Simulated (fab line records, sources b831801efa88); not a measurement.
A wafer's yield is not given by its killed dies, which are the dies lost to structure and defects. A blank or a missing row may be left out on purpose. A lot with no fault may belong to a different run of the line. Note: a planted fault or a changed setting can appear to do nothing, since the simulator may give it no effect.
fab line records	flow sky130
record lots=6	wafers=18	lastDay=50
route steps=708 shown LI_CONTACT@374 LOCAL_INTERCONNECT@387 PAD_OPEN@708
lots with no fault: from the same line, run without faults
startH: the number of hours between the record's first day and the start of the first shown wafer of the lot	waitH: how many hours have passed since the lot's step before this one	" repeats the value in the row above	L1.1+2: several wafers, shown together as one row	- either no value or no given start	* or withheld: withheld	< > ~ a bound
route shown NAME@n: NAME is a module with steps in the file, n the number in the route of the first one	usual: average and standard deviation across the fault-free wafers	same: alike in all rows	chamber/n: place in a boat	sites: per-site readings	_std_site: the standard deviation of these	_edge_site: outer sites' mean less inner sites'	radiusMm: how far each site lies from the wafer's centre	mask NAME#n: copy n	behind: the last tool/chamber to shape the wafer	hold: the reason the lot was held/the length of the hold in hours/how it ended	device: names the non-switching transistor (n, p or np)	end of line: at the end of the route, the tests of the same wafers	where a step has no rows: the recipe by itself	killed: at the first sort, the dies lost to defects and structure; wafer yield is something else	map: a wafer's dies, x killed, . not, _ none there
set.NAME: the setting the step ran with; set.NAME@STEP: the setting that earlier step ran with	model.NAME: the simulator's own value behind a step, which no gauge read
certain route steps with their lots: each step a table, each wafer a row
services: the hour from which a tool's chamber was out of use, counted from the record's first day as startH (under 0 if before that day), plus the number of hours and why
## steps
# step SKY_LI_CONTACT_CD_MEAS_12
# recipe targetCdNm=170
# usual cdNm=170.0/1.5
lot.wafer	tool	chamber	startH	waitH	cdNm
L983.2	cdSem-01	-	704.11	-	170.0
L983.4	"	-	"	"	167.7
L983.6	"	-	"	"	166.5
L984.1	cdSem-02	-	708.61	-	170.1
L984.3	"	-	"	"	171.4
L984.6	"	-	"	"	171.9
L992.1	cdSem-02	-	775.11	-	170.6
L992.2	"	-	"	"	169.4
L992.3	"	-	"	"	170.7
L993.2	cdSem-01	-	780.98	-	170.0
L993.3	"	-	"	"	169.2
L993.5	"	-	"	"	170.6
L995.2	cdSem-02	-	797.13	-	168.8
L995.3	"	-	"	"	168.9
L995.5	"	-	"	"	167.7
L102.2	cdSem-01	-	846.53	-	169.2
L102.5	"	-	"	"	170.0
L102.6	"	-	"	"	168.7
# step SKY_LI_CONTACT_OVL_MEAS_13
# usual LI_CONTACT_OVL=-2/6
lot.wafer	tool	chamber	startH	waitH	LI_CONTACT_OVL[nm]
L983.2	overlay-02	-	704.21	0.1	5
L983.4	"	-	"	"	7
L983.6	"	-	"	"	6
L984.1	overlay-01	-	708.73	0.1	8
L984.3	"	-	"	"	3
L984.6	"	-	"	"	7
L992.1	overlay-02	-	775.23	0.1	-8
L992.2	"	-	"	"	-13
L992.3	"	-	"	"	-1
L993.2	overlay-02	-	781.09	0.1	1
L993.3	"	-	"	"	6
L993.5	"	-	"	"	-1
L995.2	overlay-01	-	797.24	0.1	-18
L995.3	"	-	"	"	2
L995.5	"	-	"	"	-7
L102.2	overlay-02	-	846.64	0.1	10
L102.5	"	-	"	"	7
L102.6	"	-	"	"	11
# step SKY_LI_CONTACT_ETCH_14
# recipe chemistry=N2/H2	target=BARC	ionEnergyEv=200	sourceW=500	biasW=100	pressureMtorr=30	n2FlowSccm=100	h2FlowSccm=200	stopOn=SiO2	timeS=45.9	targetDepthA=600
# usual drypumpMotorCurrentA=5.6/0.48	h2FlowSccm=200.0/0.57	oesProductAu=0.855/0.005	throttleValvePct=13.225/0.01
lot.wafer	tool	chamber	startH	waitH	drypumpMotorCurrentA	h2FlowSccm	oesProductAu	rfHoursCounterH	throttleValvePct
L983.2	rieDiel-01	3	704.24	0.0	5.7	199.5	0.858	28	13.220
L983.4	"	2	"	"	5.3	199.7	0.850	6	13.229
L983.6	"	2	"	"	5.3	199.7	0.861	-	13.230
L984.1	rieDiel-03	0	708.76	0.0	6.2	199.9	0.852	54	13.217
L984.3	"	1	"	"	4.8	201.5	0.856	15	13.236
L984.6	"	1	"	"	4.8	200.5	0.858	-	13.236
L992.1	rieDiel-03	2	775.26	0.0	6.1	199.6	0.851	6	13.215
L992.2	"	0	"	"	6.2	199.7	0.860	1	13.227
L992.3	"	1	"	"	4.9	198.8	0.856	17	13.221
L993.2	rieDiel-02	0	781.12	0.0	5.9	200.1	0.850	4	13.217
L993.3	"	3	"	"	5.0	200.1	0.853	20	13.216
L993.5	"	3	"	"	5.0	200.3	0.863	-	13.226
L995.2	rieDiel-03	2	797.27	0.0	6.1	200.0	0.849	7	13.230
L995.3	"	3	"	"	5.4	199.7	0.863	4	13.219
L995.5	"	2	"	"	6.1	200.1	0.851	-	13.227
L102.2	rieDiel-02	2	846.67	0.0	5.6	199.9	0.865	21	13.211
L102.5	"	0	"	"	5.9	200.4	0.853	-	13.220
L102.6	"	3	"	"	5.0	200.2	0.854	-	13.214
# step SKY_LI_CONTACT_ETCH_15
# recipe target=PSG	chemistry=C4F8/O2/Ar	stopOn=Si	taperDeg=4.15	maskMaterial=KrF-thick	sourceW=1500	biasW=1200	pressureMtorr=40	c4f8FlowSccm=withheld	O2_flow_sccm=6	Ar_flow_sccm=300	timeS=withheld	targetDepthA=6000
# usual oesProductAu=0.837/0.0047
lot.wafer	tool	chamber	startH	waitH	oesProductAu
L983.2	rieDiel-01	3	704.29	0.0	0.836
L983.4	"	2	"	"	0.845
L983.6	"	2	"	"	0.837
L984.1	rieDiel-03	0	708.81	0.0	0.835
L984.3	"	1	"	"	0.836
L984.6	"	1	"	"	0.838
L992.1	rieDiel-03	2	775.31	0.0	0.837
L992.2	"	0	"	"	0.836
L992.3	"	1	"	"	0.835
L993.2	rieDiel-02	0	781.16	0.0	0.841
L993.3	"	3	"	"	0.840
L993.5	"	3	"	"	0.844
L995.2	rieDiel-03	2	797.31	0.0	0.840
L995.3	"	3	"	"	0.838
L995.5	"	2	"	"	0.840
L102.2	rieDiel-02	2	846.71	0.0	0.834
L102.5	"	0	"	"	0.831
L102.6	"	3	"	"	0.837
# step SKY_LI_CONTACT_STRIP_16
# recipe chemistry=O2/N2	powerW=1400	pressureMtorr=1500	platenTempC=withheld	o2FlowSccm=3000	n2FlowSccm=300	overashFraction=0.5
# usual drypumpMotorCurrentA=5.6/0.58	oesProductAu=0.375/0.0043	stripTimeToEndpointS=3.50/0.034
lot.wafer	tool	chamber	startH	waitH	drypumpMotorCurrentA	oesProductAu	rfHoursCounterH	stripTimeToEndpointS
L983.2	plasmaAsher-02	1	704.37	-	6.4	0.377	103	3.54
L983.4	"	1	"	"	6.4	0.374	-	3.44
L983.6	"	0	"	"	5.8	0.377	-	3.47
L984.1	plasmaAsher-02	1	708.89	-	6.4	0.379	104	3.51
L984.3	"	0	"	"	5.8	0.371	-	3.50
L984.6	"	0	"	"	5.8	0.372	-	3.52
L992.1	plasmaAsher-01	0	775.39	-	4.8	0.369	25	3.47
L992.2	"	1	"	"	5.0	0.377	25	3.49
L992.3	"	0	"	"	4.8	0.376	-	3.50
L993.2	plasmaAsher-03	1	781.25	-	6.0	0.382	100	3.49
L993.3	"	1	"	"	6.0	0.376	-	3.50
L993.5	"	1	"	"	6.0	0.375	-	3.53
L995.2	plasmaAsher-01	0	797.39	-	4.8	0.376	27	3.45
L995.3	"	1	"	"	5.0	0.377	-	3.51
L995.5	"	1	"	"	5.0	0.372	-	3.46
L102.2	plasmaAsher-03	0	846.80	-	6.0	0.369	106	3.42
L102.5	"	1	"	"	6.1	0.370	-	3.46
L102.6	"	0	"	"	6.0	0.378	-	3.46
# step SKY_LI_CONTACT_CLEAN_17
# recipe chemistry=NMP	timeS=600	tempC=60	dry=n2Spin
# step SKY_LI_CONTACT_PRE_CLEAN_18
# recipe gas=Ar	timeS=5.6	biasV=358
# step SKY_LI_CONTACT_SPUTTER_19
# recipe material=Ti	targetThkNm=20	chamberPressurePa=4.885	powerW=2500	substrateTempC=200	timeS=106.37
# step SKY_LI_CONTACT_SPUTTER_20
# recipe material=TiN	targetThkNm=20	chamberPressurePa=5	powerW=4000	timeS=80
# step SKY_LI_CONTACT_CVD_21
# recipe material=W	targetThkNm=400	timeS=120.56	tempC=400	pressureTorr=40
# usual heaterPowerW=827/31
lot.wafer	tool	chamber	startH	waitH	heaterPowerW
L983.2	cvdW-01	0	704.82	0.0	896
L983.4	"	1	"	"	822
L983.6	"	1	"	"	847
L984.1	cvdW-01	1	709.34	0.0	811
L984.3	"	0	"	"	882
L984.6	"	0	"	"	891
L992.1	cvdW-02	0	775.82	0.0	828
L992.2	"	1	"	"	799
L992.3	"	1	"	"	810
L993.2	cvdW-02	1	781.68	0.0	806
L993.3	"	1	"	"	794
L993.5	"	0	"	"	818
L995.2	cvdW-01	1	797.88	0.1	824
L995.3	"	1	"	"	821
L995.5	"	1	"	"	838
L102.2	cvdW-02	0	847.40	0.0	808
L102.5	"	1	"	"	792
L102.6	"	0	"	"	811
# step SKY_LI_CONTACT_RS_MEAS_22
# recipe thkMeasGauge=four-point-probe	reads=W_of_LI_CONTACT_CVD_21+TiN_of_LI_CONTACT_SPUTTER_20+Ti_of_LI_CONTACT_SPUTTER_19
# usual LI_CONTACT_W_RS=0.284/0.0036
lot.wafer	tool	chamber	startH	waitH	LI_CONTACT_W_RS[ohm/sq]
L983.2	filmMetro-02	-	704.96	0.1	0.282
L983.4	"	-	"	"	0.286
L983.6	"	-	"	"	0.289
L984.1	filmMetro-04	-	709.47	0.1	0.282
L984.3	"	-	"	"	0.282
L984.6	"	-	"	"	0.280
L992.1	filmMetro-02	-	775.95	0.1	0.288
L992.2	"	-	"	"	0.281
L992.3	"	-	"	"	0.280
L993.2	filmMetro-02	-	781.82	0.1	0.278
L993.3	"	-	"	"	0.278
L993.5	"	-	"	"	0.278
L995.2	filmMetro-01	-	798.11	0.2	0.290
L995.3	"	-	"	"	0.288
L995.5	"	-	"	"	0.288
L102.2	filmMetro-04	-	847.55	0.1	0.284
L102.5	"	-	"	"	0.279
L102.6	"	-	"	"	0.283
# step SKY_LI_CONTACT_THK_MEAS_23
# recipe thkMeasGauge=xrf	reads=W_of_LI_CONTACT_CVD_21
# usual LI_CONTACT_W_THK=413/5.8
lot.wafer	tool	chamber	startH	waitH	LI_CONTACT_W_THK[nm]
L983.2	filmMetro-02	-	705.07	0.1	413
L983.4	"	-	"	"	403
L983.6	"	-	"	"	402
L984.1	filmMetro-04	-	709.59	0.1	419
L984.3	"	-	"	"	417
L984.6	"	-	"	"	419
L992.1	filmMetro-02	-	776.07	0.1	408
L992.2	"	-	"	"	418
L992.3	"	-	"	"	420
L993.2	filmMetro-02	-	781.93	0.1	422
L993.3	"	-	"	"	421
L993.5	"	-	"	"	422
L995.2	filmMetro-01	-	798.22	0.1	402
L995.3	"	-	"	"	402
L995.5	"	-	"	"	399
L102.2	filmMetro-04	-	847.66	0.1	412
L102.5	"	-	"	"	419
L102.6	"	-	"	"	415
# step SKY_LI_CONTACT_CMP_24
# recipe stopOn=PSG	tOverpolishS=20	downForcePsi=3.5	platenRpm=60	targetThkNm=0	padVelocityMS=0.94248
# usual headPressurePsi=3.500/0.0082	motorCurrentA=10.6/1.1	overpolishRunS=20.000/0.0099	tOverpolishS=20/0	timeToEndpointS=96/3.5
lot.wafer	tool	chamber	startH	waitH	headPressurePsi	motorCurrentA	overpolishRunS	tOverpolishS	timeToEndpointS
L983.4	cmp-02	2	705.17	0.1	3.507	9.1	19.996	20	99
L983.2	"	0	"	"	3.506	10.1	19.996	20	98
L983.6	"	2	"	"	3.508	9.5	20.009	20	96
L984.1	cmp-01	1	709.70	0.1	3.510	13.2	19.993	20	98
L984.3	"	3	"	"	3.490	12.7	19.993	20	96
L984.6	"	0	"	"	3.497	9.7	20.012	20	97
L992.2	cmp-01	2	776.13	0.0	3.509	9.5	16.846	16.847	91
L992.3	"	3	"	"	3.507	12.0	20.005	20	96
L992.1	"	0	"	"	3.493	10.0	20.000	20	92
L993.3	cmp-01	1	781.98	0.0	3.506	12.5	19.997	20	98
L993.2	"	2	"	"	3.499	9.6	16.856	16.847	98
L993.5	"	2	"	"	3.487	9.9	16.860	16.847	100
L995.3	cmp-02	1	798.32	0.1	3.496	10.4	20.006	20	95
L995.2	"	3	"	"	3.503	10.9	19.982	20	95
L995.5	"	1	"	"	3.490	10.5	19.986	20	92
L102.2	cmp-01	3	847.86	0.2	3.505	12.2	19.989	20	93
L102.6	"	0	"	"	3.501	9.4	20.005	20	94
L102.5	"	1	"	"	3.501	13.3	20.006	20	93
# step SKY_LOCAL_INTERCONNECT_SPUTTER_00
# recipe material=TiN	targetThkNm=100	tempC=300	powerW=6500	timeS=79.57	chamberPressurePa=0.4
# usual cathodeDcPowerW=6500.0/1.3	throttleValvePct=30.3/0.85
lot.wafer	tool	chamber	startH	waitH	cathodeDcPowerW	throttleValvePct
L983.2	pvdSputter-03	-	705.42	0.1	6499.4	31.4
L983.4	"	-	"	"	6499.7	29.7
L983.6	"	-	"	"	6499.2	30.0
L984.1	pvdSputter-01	-	709.95	0.2	6499.9	30.5
L984.3	"	-	"	"	6502.6	28.2
L984.6	"	-	"	"	6501.4	31.6
L992.1	pvdSputter-03	-	776.43	0.1	6501.5	29.7
L992.2	"	-	"	"	6500.2	30.4
L992.3	"	-	"	"	6499.0	31.3
L993.2	pvdSputter-01	-	782.28	0.2	6501.3	31.6
L993.3	"	-	"	"	6501.3	28.6
L993.5	"	-	"	"	6500.0	31.3
L995.2	pvdSputter-04	-	798.57	0.1	6499.4	31.5
L995.3	"	-	"	"	6500.7	30.2
L995.5	"	-	"	"	6498.7	31.6
L102.2	pvdSputter-01	-	848.01	0.1	6500.2	31.5
L102.5	"	-	"	"	6500.8	29.1
L102.6	"	-	"	"	6498.6	31.5
# step SKY_PAD_OPEN_PROBE_99
# usual killed_at_M0_to_M3=42/7.6	killed_at_M4_up=3.4/2	killedAtContacts=24/5.9	killedAtFrontEnd=16/4.5	killedAtOther=0.4/0.58	killedDies=86/10	killedOpen=47/7.6	killedShort=39/6.7
# same grossDies=492	killedAtBackSide=0
lot.wafer	tool	chamber	startH	waitH	killed_at_M0_to_M3	killed_at_M4_up	killedAtContacts	killedAtFrontEnd	killedAtOther	killedDies	killedOpen	killedShort
L995.2	prober-02	-	1166.73	0.1	52	9	23	13	0	97	52	45
L995.3	prober-02	-	1166.78	0.2	40	5	25	15	2	87	44	42
L995.5	prober-02	-	1166.88	0.2	51	5	22	21	0	99	52	47
L102.2	prober-02	-	1195.68	0.1	26	4	14	17	1	62	31	31
L102.5	prober-02	-	1195.83	0.2	48	2	31	10	1	92	50	41
L102.6	prober-02	-	1195.88	0.2	30	6	32	13	0	81	42	39
# killed by level:class
L995.2 VIA1:geometricParticle:open=13 CONTACT:geometricParticle:open=10 VIA2:geometricParticle:open=8 VIA3:geometricParticle:open=7 VIA1:geometricParticle:short=6 METAL4:geometricParticle:short=6 FIELD_ISO:geometricParticle:short=5 METAL2:geometricParticle:short=5
L995.3 VIA1:geometricParticle:open=13 CONTACT:geometricParticle:open=13 POLY_GATE:geometricParticle:short=7 LI_CONTACT:geometricParticle:open=7 METAL2:geometricParticle:short=7 FIELD_ISO:geometricParticle:short=6 VIA1:geometricParticle:short=5 VIA3:geometricParticle:open=4
L995.5 VIA3:geometricParticle:open=11 VIA1:geometricParticle:open=11 VIA1:geometricParticle:short=11 FIELD_ISO:geometricParticle:short=9 CONTACT:geometricParticle:open=8 LI_CONTACT:geometricParticle:open=6 VIA3:geometricParticle:short=5 FIELD_ISO:geometricParticle:open=4
L102.2 LI_CONTACT:geometricParticle:open=8 METAL1:geometricParticle:short=5 FIELD_ISO:geometricParticle:short=4 POLY_GATE:geometricParticle:short=4 POLY_GATE:geometricParticle:open=4 VIA3:geometricParticle:open=4 METAL4:geometricParticle:short=4 CONTACT:geometricParticle:open=3
L102.5 VIA3:geometricParticle:open=10 CONTACT:geometricParticle:open=9 LI_CONTACT:geometricParticle:open=8 METAL1:geometricParticle:short=8 VIA1:geometricParticle:open=7 CONTACT:geometricParticle:short=6 LOCAL_INTERCONNECT:geometricParticle:short=6 VIA2:geometricParticle:open=5
L102.6 CONTACT:geometricParticle:short=9 LI_CONTACT:geometricParticle:open=8 POLY_GATE:geometricParticle:open=7 CONTACT:geometricParticle:open=7 VIA3:geometricParticle:open=6 LOCAL_INTERCONNECT:geometricParticle:short=6 METAL1:geometricParticle:short=6 METAL4:geometricParticle:short=4
## services
tool	chamber	startH	hours	kind
rieDiel-02	3	681.17	4.6	repair
pvdSputter-01	-	694.46	8.7	repair
cmp-02	-	696.44	7.1	pm
plasmaAsher-01	-	701.87	14.6	pm
rieDiel-03	3	707.58	2.6	repair
rieDiel-01	2	708.40	2.8	repair
rieDiel-02	3	711.01	4.6	repair
plasmaAsher-01	-	711.72	0.8	repair
rieDiel-02	1	718.12	8.8	repair
rieDiel-01	2	719.68	3.7	repair
cvdW-02	-	721.90	6.9	pm
rieDiel-03	0	730.06	8.3	repair
plasmaAsher-02	-	733.75	9.0	pm
pvdSputter-01	-	737.42	0.8	repair
cmp-01	-	737.72	2.1	repair
rieDiel-02	1	767.06	15.1	repair
rieDiel-03	1	776.83	6.7	repair
cmp-01	-	788.44	1.6	repair
cvdW-01	0	789.10	16.0	repair
rieDiel-02	3	810.92	4.6	repair
rieDiel-02	-	817.94	2.8	pm
rieDiel-02	3	831.85	5.9	repair
pvdSputter-01	-	840.20	2.1	repair
cvdW-02	0	847.85	3.0	repair
## key
firstSign step=SKY_LI_CONTACT_CMP_24	reading=tOverpolishS	direction=down	sigmas=99+	usual=20	struck=16.847
effect step=SKY_LI_CONTACT_CMP_24	reading=overpolishRunS	direction=down	sigmas=99+	usual=20.000	struck=16.854
metAt SKY_LI_CONTACT_CMP_24
struckWafers L992.2,L993.2,L993.5
testerLeftOut L992,L993
fault kind=processParameterDrift	tool=cmp-01	chamber=2	onsetH=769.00	steps=SKY_LI_CONTACT_CMP_24	channel=tOverpolishS	offset=-3.1534	shape=step	endH=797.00	actsIn=theseRecipesOnly	stated=20
# testerLeftOut: of these lots the tester's yield and bins aren't shown, on N5 and GAA mostly nor the transistor test; their killed dies are dies lost to structure and defects alone, not to doping, threshold or leakage, so they don't give the yield
